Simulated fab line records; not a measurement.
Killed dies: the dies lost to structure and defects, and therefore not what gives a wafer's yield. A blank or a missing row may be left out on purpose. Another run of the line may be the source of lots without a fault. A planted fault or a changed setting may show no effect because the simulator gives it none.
Which of the tools did it? :: flow sfq line :: Sampling: 14 lots, 41 wafers, 4 of 325 route steps

## WHAT THE GAUGES SHOWED, per wafer
SFQ_I1_BOW_MEAS_912. Usual: I1_BOW gives -1 um (standard deviation 6.6).
lot: L185
measured: day 15 18:32
on: film metro-03
I1_BOW (um): -12 -8 -2
flag: 

lot: L187
measured: day 17 02:28
on: film metro-03
I1_BOW (um): 5 5 -5
flag: 

lot: L188
measured: day 17 17:28
on: film metro-03
I1_BOW (um): 9 0 -17
flag: 

lot: L189
measured: day 17 23:56
on: film metro-04
I1_BOW (um): 0 10 13
flag: 

lot: L190
measured: day 18 11:41
on: film metro-02
I1_BOW (um): 2 8 -6
flag: 

lot: L191
measured: day 19 00:02
on: film metro-03
I1_BOW (um): 2 0
flag: 

lot: L192
measured: day 19 11:59
on: film metro-02
I1_BOW (um): -3 2 0
flag: 

lot: L194
measured: day 19 20:59
on: film metro-04
I1_BOW (um): -5 8 0
flag: 

lot: L200
measured: day 21 20:08
on: film metro-04
I1_BOW (um): -1 3 -13
flag: 

lot: L201
measured: day 22 09:07
on: film metro-04
I1_BOW (um): -2 4 2
flag: 

lot: L202
measured: day 23 00:47
on: film metro-04
I1_BOW (um): -1 7 -4
flag: 

lot: L203
measured: day 23 01:29
on: film metro-03
I1_BOW (um): -3 -6 -9
flag: 

lot: L204
measured: day 23 10:16
on: film metro-02
I1_BOW (um): -1 -3 -1
flag: 

lot: L205
measured: day 23 18:56
on: film metro-02
I1_BOW (um): -8 -4 -1
flag: 

SFQ_M4_RS_MEAS_924: the measuring method here is four-point-probe. Usual: M4_NB_RS gives 0.888 ohm/sq (standard deviation 0.0087).
lot: L185
measured: day 31 10:22
on: film metro-04
M4_NB_RS (ohm/sq): 0.886 0.891 0.906
flag: 

lot: L187
measured: day 38 14:31
on: film metro-04
M4_NB_RS (ohm/sq): 0.894 0.882 0.885
flag: 

lot: L188
measured: day 39 00:07
on: film metro-01
M4_NB_RS (ohm/sq): 0.893 0.894 0.905
flag: 

lot: L189
measured: day 39 13:22
on: film metro-04
M4_NB_RS (ohm/sq): 0.877 0.887 0.878
flag: 

lot: L190
measured: day 40 02:39
on: film metro-01
M4_NB_RS (ohm/sq): 0.895 0.902 0.891
flag: 

lot: L191
measured: day 40 08:41
on: film metro-03
M4_NB_RS (ohm/sq): 0.879 0.582
flag: OFF

lot: L192
measured: day 40 15:50
on: film metro-01
M4_NB_RS (ohm/sq): 0.873 0.880 0.879
flag: 

lot: L194
measured: day 41 02:27
on: film metro-01
M4_NB_RS (ohm/sq): 0.589 0.883 0.890
flag: OFF

lot: L200
measured: day 43 15:05
on: film metro-03
M4_NB_RS (ohm/sq): 0.904 0.895 0.899
flag: 

lot: L201
measured: day 44 01:52
on: film metro-03
M4_NB_RS (ohm/sq): 0.877 0.885 0.890
flag: 

lot: L202
measured: day 44 17:35
on: film metro-03
M4_NB_RS (ohm/sq): 0.884 0.891 0.882
flag: 

lot: L203
measured: day 44 21:11
on: film metro-01
M4_NB_RS (ohm/sq): 0.876 0.877 0.886
flag: 

lot: L204
measured: day 45 07:59
on: film metro-01
M4_NB_RS (ohm/sq): 0.895 0.904 0.897
flag: 

lot: L205
measured: day 45 13:47
on: film metro-01
M4_NB_RS (ohm/sq): 0.892 0.887 0.900
flag: 

## EACH LOT AND THE TOOL THAT RAN IT (in order: tool; ch and the chambers of the sampled wafers; start)
lot: L185
SFQ_TRILAYER_M2_STRIP_STRIP_061: rie metal-01 ch 0,1, day 17 14:02
SFQ_TRILAYER_M4_DEP_SPUTTER_091: pvd sputter-06, day 31 10:16

lot: L187
SFQ_TRILAYER_M2_STRIP_STRIP_061: rie metal-02 ch 0,1, day 18 15:37
SFQ_TRILAYER_M4_DEP_SPUTTER_091: pvd sputter-05, day 38 14:26

lot: L188
SFQ_TRILAYER_M2_STRIP_STRIP_061: rie metal-02 ch 0,1, day 19 03:37
SFQ_TRILAYER_M4_DEP_SPUTTER_091: pvd sputter-06, day 39 00:01

lot: L189
SFQ_TRILAYER_M2_STRIP_STRIP_061: rie metal-02 ch 0,1, day 19 11:01
SFQ_TRILAYER_M4_DEP_SPUTTER_091: pvd sputter-05, day 39 13:13

lot: L190
SFQ_TRILAYER_M2_STRIP_STRIP_061: rie metal-02 ch 0,1, day 19 19:13
SFQ_TRILAYER_M4_DEP_SPUTTER_091: pvd sputter-06, day 40 02:32

lot: L191
SFQ_TRILAYER_M2_STRIP_STRIP_061: rie metal-02 ch 0,1, day 20 06:13
SFQ_TRILAYER_M4_DEP_SPUTTER_091: pvd sputter-06, day 40 08:32

lot: L192
SFQ_TRILAYER_M2_STRIP_STRIP_061: rie metal-04 ch 0,1, day 20 20:31
SFQ_TRILAYER_M4_DEP_SPUTTER_091: pvd sputter-05, day 40 15:44

lot: L194
SFQ_TRILAYER_M2_STRIP_STRIP_061: rie metal-04 ch 0,1, day 22 02:06
SFQ_TRILAYER_M4_DEP_SPUTTER_091: pvd sputter-06, day 41 02:22

lot: L200
SFQ_TRILAYER_M2_STRIP_STRIP_061: rie metal-02 ch 0,1, day 24 19:14
SFQ_TRILAYER_M4_DEP_SPUTTER_091: pvd sputter-04, day 43 14:59

lot: L201
SFQ_TRILAYER_M2_STRIP_STRIP_061: rie metal-01 ch 0,1, day 25 04:50
SFQ_TRILAYER_M4_DEP_SPUTTER_091: pvd sputter-05, day 44 01:47

lot: L202
SFQ_TRILAYER_M2_STRIP_STRIP_061: rie metal-01 ch 0,1, day 25 20:26
SFQ_TRILAYER_M4_DEP_SPUTTER_091: pvd sputter-04, day 44 17:30

lot: L203
SFQ_TRILAYER_M2_STRIP_STRIP_061: rie metal-04 ch 0,1, day 25 21:38
SFQ_TRILAYER_M4_DEP_SPUTTER_091: pvd sputter-06, day 44 21:06

lot: L204
SFQ_TRILAYER_M2_STRIP_STRIP_061: rie metal-04 ch 0,1, day 26 10:50
SFQ_TRILAYER_M4_DEP_SPUTTER_091: pvd sputter-04, day 45 07:54

lot: L205
SFQ_TRILAYER_M2_STRIP_STRIP_061: rie metal-01 ch 0, day 26 18:02
SFQ_TRILAYER_M4_DEP_SPUTTER_091: pvd sputter-04, day 45 13:41
- SFQ_TRILAYER_M2_STRIP_STRIP_061: strips in O2.
- SFQ_TRILAYER_M4_DEP_SPUTTER_091: material Nb, target thk 200 nm, time 133.3 s.

## WHAT THE TOOLS THEMSELVES READ (means of the sampled wafers that have a number; where no wafer has one, the mark that the record gives instead)
SFQ_TRILAYER_M2_STRIP_STRIP_061. Usual: chamber pressure mTorr 50.00 mTorr, standard deviation 0.044; drypump motor current A 5.53 A, standard deviation 0.21; oes product au 0.998 a.u., standard deviation 0.01.
lot: L185
tool: rie metal-01
chamber pressure mTorr (mTorr): 50.00
drypump motor current A (A): 5.55
oes product au (a.u.): 1.005
flag: 

lot: L187
tool: rie metal-02
chamber pressure mTorr (mTorr): 50.01
drypump motor current A (A): 5.62
oes product au (a.u.): 1.003
flag: 

lot: L188
tool: rie metal-02
chamber pressure mTorr (mTorr): 50.01
drypump motor current A (A): 5.41
oes product au (a.u.): 1.001
flag: 

lot: L189
tool: rie metal-02
chamber pressure mTorr (mTorr): 50.03
drypump motor current A (A): 5.42
oes product au (a.u.): 0.999
flag: 

lot: L190
tool: rie metal-02
chamber pressure mTorr (mTorr): 49.98
drypump motor current A (A): 5.42
oes product au (a.u.): 0.992
flag: 

lot: L191
tool: rie metal-02
chamber pressure mTorr (mTorr): 49.95
drypump motor current A (A): 5.52
oes product au (a.u.): 0.998
flag: 

lot: L192
tool: rie metal-04
chamber pressure mTorr (mTorr): 50.02
drypump motor current A (A): 5.54
oes product au (a.u.): 0.992
flag: 

lot: L194
tool: rie metal-04
chamber pressure mTorr (mTorr): 49.96
drypump motor current A (A): 5.56
oes product au (a.u.): 0.989
flag: 

lot: L200
tool: rie metal-02
chamber pressure mTorr (mTorr): 50.03
drypump motor current A (A): 5.42
oes product au (a.u.): 0.988
flag: 

lot: L201
tool: rie metal-01
chamber pressure mTorr (mTorr): 49.96
drypump motor current A (A): 5.50
oes product au (a.u.): 1.013
flag: 

lot: L202
tool: rie metal-01
chamber pressure mTorr (mTorr): 49.99
drypump motor current A (A): 5.49
oes product au (a.u.): 1.007
flag: 

lot: L203
tool: rie metal-04
chamber pressure mTorr (mTorr): 49.95
drypump motor current A (A): 5.55
oes product au (a.u.): 0.994
flag: 

lot: L204
tool: rie metal-04
chamber pressure mTorr (mTorr): 50.00
drypump motor current A (A): 5.57
oes product au (a.u.): 0.992
flag: 

lot: L205
tool: rie metal-01
chamber pressure mTorr (mTorr): 49.99
drypump motor current A (A): 5.39
oes product au (a.u.): 0.993
flag: 

SFQ_TRILAYER_M4_DEP_SPUTTER_091. Usual: cathode dc power W 2000.0 W, standard deviation 0.35; throttle valve pct 29.0 %, standard deviation 0.9.
lot: L185
tool: pvd sputter-06
cathode dc power W (W): 2000.1
throttle valve pct (%): 29.2
flag: 

lot: L187
tool: pvd sputter-05
cathode dc power W (W): 2000.1
throttle valve pct (%): 28.7
flag: 

lot: L188
tool: pvd sputter-06
cathode dc power W (W): 1999.8
throttle valve pct (%): 28.7
flag: 

lot: L189
tool: pvd sputter-05
cathode dc power W (W): 1999.9
throttle valve pct (%): 29.7
flag: 

lot: L190
tool: pvd sputter-06
cathode dc power W (W): 2000.0
throttle valve pct (%): 29.4
flag: 

lot: L191
tool: pvd sputter-06
cathode dc power W (W): 1999.9
throttle valve pct (%): 29.1
flag: 

lot: L192
tool: pvd sputter-05
cathode dc power W (W): 2000.3
throttle valve pct (%): 29.1
flag: 

lot: L194
tool: pvd sputter-06
cathode dc power W (W): 1999.7
throttle valve pct (%): 28.6
flag: 

lot: L200
tool: pvd sputter-04
cathode dc power W (W): 1999.9
throttle valve pct (%): 28.8
flag: 

lot: L201
tool: pvd sputter-05
cathode dc power W (W): 2000.3
throttle valve pct (%): 29.5
flag: 

lot: L202
tool: pvd sputter-04
cathode dc power W (W): 2000.3
throttle valve pct (%): 28.0
flag: 

lot: L203
tool: pvd sputter-06
cathode dc power W (W): 1999.6
throttle valve pct (%): 29.1
flag: 

lot: L204
tool: pvd sputter-04
cathode dc power W (W): 2000.2
throttle valve pct (%): 28.9
flag: 

lot: L205
tool: pvd sputter-04
cathode dc power W (W): 2000.0
throttle valve pct (%): 28.6
flag: 

## THE ANSWER, worked out from the rows above alone
Rule: a lot is off if the mean of its wafers that have a number lies more than 3 standard deviations from the usual mean. A lot without any number at a reading at which 4 lots or more have one is off too. All remaining lots with rows at the step are treated as sound. The gauges are gone through in route order, then the tools' own readings, and for those a lot's mean is taken as printed above. The first step at which some lot is off is used, and at that step the reading that is off furthest; a lot without a number counts as furthest.
Off: L191, L194, seen at SFQ_M4_RS_MEAS_924 (M4_NB_RS).
A tool fits if, at a process step before that reading, it ran every lot that is off, and no sound lot after the first of them. Gauges at SFQ_M4_RS_MEAS_924: tried the same way as those tools. Not one of the candidates tried fits.

## WHAT THE SIMULATOR PUT IN
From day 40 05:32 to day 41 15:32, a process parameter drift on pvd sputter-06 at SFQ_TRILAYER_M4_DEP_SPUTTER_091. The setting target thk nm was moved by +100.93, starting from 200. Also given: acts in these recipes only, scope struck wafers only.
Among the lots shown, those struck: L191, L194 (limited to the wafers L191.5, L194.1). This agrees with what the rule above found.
